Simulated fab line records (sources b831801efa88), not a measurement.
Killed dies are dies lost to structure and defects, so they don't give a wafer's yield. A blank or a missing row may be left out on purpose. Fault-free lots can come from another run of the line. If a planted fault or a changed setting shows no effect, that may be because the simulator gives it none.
Which tool did it?    flow sky130    11 lots with 33 wafers sampled at 5 steps, on a route of 708 steps

== WHAT THE GAUGES READ, wafer by wafer ==
SKY_METAL2_CD_MEAS_15 targets a cd of 140 nm.
lot   measured      on         cd_nm (nm)
L566  day 35 06:52  cd_sem-01  144.0 142.3 143.5
L570  day 37 00:50  cd_sem-02  142.0 140.5 140.6
L571  day 37 06:41  cd_sem-01  139.7 137.9 138.9
L572  day 37 08:31  cd_sem-01  138.7 139.6 139.1
L574  day 38 17:22  cd_sem-02  142.2 142.7 142.0
L578  day 39 10:13  cd_sem-02  140.0 141.3 140.6
L581  day 40 01:53  cd_sem-01  138.8 138.6 139.5
L582  day 40 09:57  cd_sem-01  171.7 173.0 173.6
L583  day 40 19:48  cd_sem-01  171.7 169.3 172.4
L586  day 41 14:44  cd_sem-01  159.2 160.6 160.9
L587  day 41 20:20  cd_sem-01  140.1 140.6 139.7

SKY_METAL2_OVL_MEAS_16.
lot   measured      on          METAL2_OVL (nm)
L566  day 35 06:58  overlay-02  -6 -3 -9
L570  day 37 00:56  overlay-01  6 1 7
L571  day 37 06:48  overlay-02  -7 -5 -8
L572  day 37 08:38  overlay-02  -2 9 2
L574  day 38 17:29  overlay-01  1 -2 -3
L578  day 39 10:18  overlay-02  -5 -3 -3
L581  day 40 02:00  overlay-01  4 1 -5
L582  day 40 10:04  overlay-02  -4 -4 -9
L583  day 40 19:55  overlay-01  -6 -12 -4
L586  day 41 14:51  overlay-02  5 2 0
L587  day 41 20:26  overlay-02  6 2 0

== WHICH TOOL RAN EACH LOT (tool, then ch and the chambers of the sampled wafers, then the start) ==
lot   SKY_METAL1_DESCUM_17               SKY_VIA1_STRIP_16                     SKY_METAL2_EXPOSE_12
L566  rie_metal-02 ch 0,1, day 32 22:12  plasma_asher-02 ch 0,1, day 34 02:14  krf_scanner-02 ch 0, day 34 17:38
L570  rie_metal-02 ch 0,1, day 34 14:08  plasma_asher-04 ch 0, day 35 19:22    krf_scanner-02 ch 0, day 36 10:46
L571  rie_metal-02 ch 0, day 34 20:32    plasma_asher-04 ch 0,1, day 36 02:25  krf_scanner-02 ch 0, day 36 17:31
L572  rie_metal-04 ch 0,1, day 34 23:29  plasma_asher-02 ch 0,1, day 36 04:19  krf_scanner-01 ch 0, day 36 19:33
L574  rie_metal-04 ch 0,1, day 36 08:08  plasma_asher-02 ch 0,1, day 37 13:28  krf_scanner-01 ch 0, day 38 05:23
L578  rie_metal-01 ch 0,1, day 37 02:59  plasma_asher-03 ch 0,1, day 38 08:02  krf_scanner-01 ch 0, day 38 21:46
L581  rie_metal-02 ch 1, day 37 19:52    plasma_asher-02 ch 0,1, day 38 23:31  krf_scanner-01 ch 0, day 39 13:29
L582  rie_metal-04 ch 0,1, day 38 06:29  plasma_asher-03 ch 0,1, day 39 08:45  krf_scanner-02 ch 0, day 39 22:19
L583  rie_metal-01 ch 0,1, day 38 17:08  plasma_asher-03 ch 0,1, day 39 19:12  krf_scanner-02 ch 0, day 40 08:32
L586  rie_metal-02 ch 0,1, day 39 11:40  plasma_asher-04 ch 0,1, day 40 13:16  krf_scanner-02 ch 0, day 41 03:11
L587  rie_metal-01 ch 0,1, day 39 16:40  plasma_asher-02 ch 0,1, day 40 18:14  krf_scanner-01 ch 0, day 41 08:52
- SKY_METAL1_DESCUM_17: chemistry O2, time 8 s.
- SKY_VIA1_STRIP_16: strips in O2/N2.
- SKY_METAL2_EXPOSE_12: exposes mask MM2, target cd 140 nm.

== AS READ BY THE TOOLS THEMSELVES (means over the sampled wafers that have a number; for cases with no such wafer, the mark the record gives instead) ==
SKY_METAL1_DESCUM_17.
lot   tool          drypump_motor_current_A (A)  oes_product_au (a.u.)  temp_c (C)
L566  rie_metal-02  5.6                          1.003                  40.07
L570  rie_metal-02  5.6                          0.993                  39.98
L571  rie_metal-02  5.6                          0.993                  40.08
L572  rie_metal-04  5.3                          0.985                  39.83
L574  rie_metal-04  5.3                          0.996                  39.89
L578  rie_metal-01  5.5                          0.995                  39.92
L581  rie_metal-02  5.6                          1.003                  39.81
L582  rie_metal-04  5.3                          0.988                  40.09
L583  rie_metal-01  5.3                          1.000                  40.03
L586  rie_metal-02  5.6                          1.012                  39.99
L587  rie_metal-01  5.5                          0.995                  39.94

SKY_VIA1_STRIP_16.
lot   tool             drypump_motor_current_A (A)  oes_product_au (a.u.)  strip_time_to_endpoint_s (s)
L566  plasma_asher-02  6.1                          0.419                  4.439
L570  plasma_asher-04  5.0                          0.414                  4.409
L571  plasma_asher-04  5.2                          0.415                  4.441
L572  plasma_asher-02  6.1                          0.412                  4.476
L574  plasma_asher-02  6.1                          0.419                  4.461
L578  plasma_asher-03  6.0                          0.416                  4.468
L581  plasma_asher-02  6.1                          0.415                  4.472
L582  plasma_asher-03  5.9                          0.419                  4.494
L583  plasma_asher-03  5.9                          0.416                  4.489
L586  plasma_asher-04  5.2                          0.417                  4.471
L587  plasma_asher-02  5.6                          0.416                  4.479

SKY_METAL2_EXPOSE_12.
lot   tool            exposure_dose_mJ_cm2
L566  krf_scanner-02  28.04
L570  krf_scanner-02  28.00
L571  krf_scanner-02  27.97
L572  krf_scanner-01  27.94
L574  krf_scanner-01  27.98
L578  krf_scanner-01  27.94
L581  krf_scanner-01  27.93
L582  krf_scanner-02  23.80
L583  krf_scanner-02  23.82
L586  krf_scanner-02  25.35
L587  krf_scanner-01  27.92

== THE ANSWER, worked out from the rows above alone ==
Rule: what is usual is taken from the lots themselves. The widest of any qualifying gaps counts: lots, ordered by their means at a reading, are off when they make up no more than a third of the lots, leave a main group of 4 or more, and stand apart from it by 3 or more times the standard deviation of that group's means. Not used: any main group whose means are identical at the precision the tables above print for the reading. Also off: a lot with no number at a reading for which 4 or more lots have one. Any other lot the step has rows for is counted as sound. After the gauges, taken in route order, come the tools' own readings; for these a lot's mean is taken, as printed above. At the first step where some lot is off, the reading lying furthest off is the one used; lots without a number count as furthest.
Off at SKY_METAL2_CD_MEAS_15 (cd_nm): L582, L583, L586. For the main group the mean is 140.5 nm and the standard deviation 1.5.
A tool fits if, at a process step before that reading, it ran every lot that is off, and no sound lot after the first of them. Not tried: the gauges at SKY_METAL2_CD_MEAS_15; whatever is off there is also off at SKY_METAL2_EXPOSE_12, on other tools, and gauge error can't account for it. One fits: SKY_METAL2_EXPOSE_12 on krf_scanner-02. Its last sound lot is L571 (day 36 17:31), its first lot that is off L582 (day 39 22:19): a fault that began between those two fits.
The tool's own readings at SKY_METAL2_EXPOSE_12 bear it out: on the lots that are off they differ by more than 5 times the standard deviation of the sound lots' means. exposure_dose_mJ_cm2 reads 24.32 there against 27.96 on the sound lots.

== WHAT WAS PUT IN BY THE SIMULATOR ==
Process parameter drift: krf_scanner-02, from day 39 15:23 on, at SKY_METAL2_EXPOSE_12. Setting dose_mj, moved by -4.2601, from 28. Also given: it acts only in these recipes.
Struck lots among those shown: L582, L583, L586. This agrees with what the rule above found.
